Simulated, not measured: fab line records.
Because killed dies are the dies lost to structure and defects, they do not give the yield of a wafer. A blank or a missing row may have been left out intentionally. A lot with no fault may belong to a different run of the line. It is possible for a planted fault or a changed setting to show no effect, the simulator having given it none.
A single fault, viewed from 2 desks	flow sky130	only its own numbers are on each desk; what lay behind them is given at the end

METROLOGY DESK
Lot by lot, what the gauges showed, no matter which tool ran the lot: averages of those sampled wafers that carry a number. Marked OUT: a lot whose mean sits more than 4 standard deviations from the usual mean, which makes it out of limits; the brackets give that distance.
Columns: A = METAL2_ALCU_RS at SKY_METAL2_RS_MEAS_05, usual 0.1266 ohm/sq; B = METAL2_ALCU_THK at SKY_METAL2_THK_MEAS_06, usual 249.7 nm
lot	first seen here	A	B
L907	day 34 21:41	0.1277	246.9
L908	day 34 23:49	0.1275	247.0
L909	day 35 01:28	0.1268	249.0
L915	day 37 03:48	0.1324 (+4.5) OUT	237.7 (-4.5) OUT
L918	day 37 23:07	0.1322 (+4.3) OUT	238.7 (-4.1) OUT
L919	day 38 08:35	0.1277	248.1
L923	day 39 13:32	0.1255	253.5
L924	day 39 14:34	0.1263	252.4
L927	day 41 02:33	0.1266	250.5
L929	day 41 04:28	0.1279	247.8
Finding of this desk: L915, L918 out of limits, first seen on L915 at day 37 03:48 (METAL2_ALCU_RS at SKY_METAL2_RS_MEAS_05). In limits: L907, L908, L909, L919, L923, L924, L927, L929.

THE TOOL OWNER'S DESK: pvd-sputter-01
The tool's own readings at SKY_METAL2_SPUTTER_02 (material AlCu, target thk 250 nm, time 13.3 s): means of the sampled wafers that have a number, for each lot that ran on this tool. Marked OUT: a lot whose mean sits more than 4 standard deviations from the usual mean, which makes it out of limits; the brackets give that distance.
Columns: A = cathode-dc-power-W at SKY_METAL2_SPUTTER_02, usual 10600 W; B = throttle-valve-pct at SKY_METAL2_SPUTTER_02, usual 30.2 %
lot	first seen here	A	B
L907	day 34 21:34	10600	29.5
L909	day 35 01:19	10599	31.2
L915	day 37 03:43	10092 (-99 or more) OUT	29.6
L918	day 37 23:01	10087 (-99 or more) OUT	29.1
L929	day 41 04:20	10599	29.0
Finding of this desk: L915, L918 out of limits; the first was L915 at day 37 03:43, on cathode-dc-power-W at SKY_METAL2_SPUTTER_02. In limits: L907, L909, L929.

PUT TOGETHER
An alarm could have come from the tool owner's desk at day 37 03:43, on L915, L918.
Metrology desk: alarm possible at day 37 03:48 on L915, L918.
All the named lots went through SKY_METAL2_SPUTTER_02 on pvd-sputter-01.

WHAT THE SIMULATOR HAD INSERTED
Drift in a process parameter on pvd-sputter-01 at SKY_METAL2_SPUTTER_02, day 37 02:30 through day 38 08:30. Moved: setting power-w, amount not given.
Struck lots among those shown: L915, L918.
Hours from the fault's start to each desk's first reading out of limits: the tool owner's desk, 1; the metrology desk, 1.
